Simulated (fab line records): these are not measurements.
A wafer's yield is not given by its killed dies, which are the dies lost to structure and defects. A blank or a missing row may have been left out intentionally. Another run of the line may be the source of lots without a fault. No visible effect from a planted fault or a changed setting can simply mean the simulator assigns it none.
Code-filled problem report in 8D (eight disciplines) form :: flow sky130 :: the parts of the form that need people (team, actions taken, sign-off) are left out

## 1. PROBLEM STATEMENT
Mean of killedAtOther at SKY_PAD_OPEN_PROBE_99: 42.8 across 9 wafers in 3 lots; on wafers with no fault it is 0.4 (standard deviation 0.67). Measured from the usual mean, that is +63 standard deviations.
Seen first at day 49 22:31 on prober-01, wafer L606.2. The record holds 42 wafers of 14 lots with a number at this step. The rule behind "out" and "out of limits": a value lying over 4 standard deviations away from the usual mean. All remaining wafers that have a number are taken as sound.

## 2. WHAT THIS IS AND IS NOT
question: which readings at this step
is: killedAtOther
is not: killed_at_M0_to_M3, killed_at_M4_up, killedAtContacts, killedAtFrontEnd, killedOpen, killedShort

question: which lots
is: L606, L607, L608
is not: L590, L591, L593, L595, L597, L599, L603, L609, L611, L612, L613

question: which wafers of those lots
is: all that have a number
is not: -

question: read on which tools
is: prober-01, prober-02
is not: -

question: when
is: from day 49 22:31
is not: up to then (21 sound wafers); but 12 sound wafers of L609, L611, L612, L613 came after

## 3. WHAT RULES OUT EACH SUSPECT
Counting: any tool at a process step up to the reading is kept as a suspect provided that every lot that is out went through it and no sound lot did after the first of them.
- wetBench-01 at SKY_CAP2M_CLEAN_17 (cleans in O3/DIW): kept. It processed each lot that is out, first L606 at day 45 14:05, and no sound lot thereafter; up to then, the last sound lot it processed was L603 at day 45 04:04.
After counting, what remains is wetBench-01 at SKY_CAP2M_CLEAN_17.

## 4. THE CAUSE (what the simulator had put in)
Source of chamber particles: wetBench-01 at SKY_CAP2M_CLEAN_17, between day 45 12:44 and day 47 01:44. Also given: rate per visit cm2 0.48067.
Counting left only this tool.

## 5. THE CHAIN OF EFFECTS, in route order
Each row: a reading whose mean over the struck wafers that have a number lies more than 3 standard deviations from the usual. Only readings whose record carries a usual standard deviation are examined. hours: median over the lots of the time between each lot's start at the first step of this table that gives one and its start at this step. sigmas: the change, counted in usual standard deviations.
hours: 0
step: SKY_PAD_OPEN_PROBE_99
reading: defectLimitedYield
usual: 82.6 %
on struck wafers: 75.7
change: -6.9
sigmas: -3.6

hours: 0
step: SKY_PAD_OPEN_PROBE_99
reading: killedAtOther
usual: 0.4
on struck wafers: 42.8
change: +42.4
sigmas: +63

hours: 0
step: SKY_PAD_OPEN_PROBE_99
reading: killedDies
usual: 86
on struck wafers: 120
change: +34
sigmas: +3.6

hours: 0
step: SKY_PAD_OPEN_PROBE_99
reading: sort_bin_3_pad_short
usual: 0.8 %
on struck wafers: 2.2
change: +1.4
sigmas: +3.5

hours: 0
step: SKY_PAD_OPEN_PROBE_99
reading: sort_bin_5_function
usual: 10.2 %
on struck wafers: 15.3
change: +5.1
sigmas: +3.9

hours: 0
step: SKY_PAD_OPEN_PROBE_99
reading: sortNPass
usual: 406
on struck wafers: 372
change: -34
sigmas: -3.6

hours: 0
step: SKY_PAD_OPEN_PROBE_99
reading: sortYieldPct
usual: 82.6 %
on struck wafers: 75.7
change: -6.9
sigmas: -3.6
Process steps it contains:
- SKY_PAD_OPEN_PROBE_99

## 6. HOW IT WOULD HAVE BEEN CAUGHT EARLIER
106 hours passed between the start of the fault at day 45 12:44 and the first reading out of limits in this record, taken at day 49 22:31.
By day 49 22:31, every lot that is out (3) had started SKY_CAP2M_CLEAN_17 on wetBench-01. Holding the tool at that point would not have protected any of them.
